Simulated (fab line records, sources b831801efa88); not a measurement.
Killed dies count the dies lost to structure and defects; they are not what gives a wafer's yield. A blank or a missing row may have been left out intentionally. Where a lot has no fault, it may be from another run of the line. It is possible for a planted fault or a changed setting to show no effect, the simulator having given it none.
Which tool is to blame? || flow gf180mcu || Sampling: 7 lots, 21 wafers, 3 of 602 route steps

WHAT EACH GAUGE READ, for each wafer
GF_PSD_CD_MEAS_07: the cd target is 400 nm.
{"lot": "L905", "measured": "day 15 04:43", "on": "cd_sem-02", "cd_nm (nm)": "403.2 403.5 405.7"}
{"lot": "L911", "measured": "day 17 22:07", "on": "cd_sem-02", "cd_nm (nm)": "395.4 397.6 395.7"}
{"lot": "L913", "measured": "day 18 03:25", "on": "cd_sem-01", "cd_nm (nm)": "396.4 397.9 398.7"}
{"lot": "L915", "measured": "day 18 09:01", "on": "cd_sem-02", "cd_nm (nm)": "398.8 399.7 400.4"}
{"lot": "L925", "measured": "day 22 06:21", "on": "cd_sem-01", "cd_nm (nm)": "398.5 399.8 400.1"}
{"lot": "L927", "measured": "day 22 18:13", "on": "cd_sem-01", "cd_nm (nm)": "402.5 401.7 401.5"}

TOOL THAT RAN EACH LOT (tool first, then ch and the chambers of the sampled wafers, then the start)
{"lot": "L905", "GF_MVSD_STRIP_10": "plasma_asher-04 ch 0,1, day 4 22:42", "GF_HV_LDD_DEVELOP_18": "litho_track-02 ch 0, day 11 13:19"}
{"lot": "L911", "GF_MVSD_STRIP_10": "plasma_asher-02 ch 0,1, day 6 13:35", "GF_HV_LDD_DEVELOP_18": "litho_track-02 ch 0, day 13 19:55"}
{"lot": "L913", "GF_MVSD_STRIP_10": "plasma_asher-02 ch 0,1, day 6 15:44", "GF_HV_LDD_DEVELOP_18": "litho_track-02 ch 0, day 13 23:14"}
{"lot": "L915", "GF_MVSD_STRIP_10": "plasma_asher-01 ch 0,1, day 7 03:03", "GF_HV_LDD_DEVELOP_18": "litho_track-03 ch 0, day 14 07:34"}
{"lot": "L922", "GF_MVSD_STRIP_10": "plasma_asher-04 ch 0,1, day 8 21:03", "GF_HV_LDD_DEVELOP_18": "litho_track-02, day 16 23:53"}
{"lot": "L925", "GF_MVSD_STRIP_10": "plasma_asher-01 ch 0,1, day 9 15:11", "GF_HV_LDD_DEVELOP_18": "litho_track-03 ch 0, day 17 23:43"}
{"lot": "L927", "GF_MVSD_STRIP_10": "plasma_asher-01 ch 0,1, day 10 06:51", "GF_HV_LDD_DEVELOP_18": "litho_track-03 ch 0, day 18 13:08"}
- GF_MVSD_STRIP_10: strips in O2/N2.
- GF_HV_LDD_DEVELOP_18: develop time 60 s.

THE ANSWER, worked out from the rows above alone
Rule: usual is defined by the lots themselves. The widest of any qualifying gaps counts: lots, ordered by their means at a reading, are off when they make up no more than a third of the lots, leave a main group of 4 or more, and stand apart from it by 3 or more times the standard deviation of that group's means. If all means in a main group match to the digits the tables above print for the reading, that group is not used. Also off: a lot with no number at a reading for which 4 or more lots have one. Any other lot the step has rows for is counted as sound.
None of the lots is off at any reading shown; this tells nothing.

WHAT THE SIMULATOR HAD PUT IN
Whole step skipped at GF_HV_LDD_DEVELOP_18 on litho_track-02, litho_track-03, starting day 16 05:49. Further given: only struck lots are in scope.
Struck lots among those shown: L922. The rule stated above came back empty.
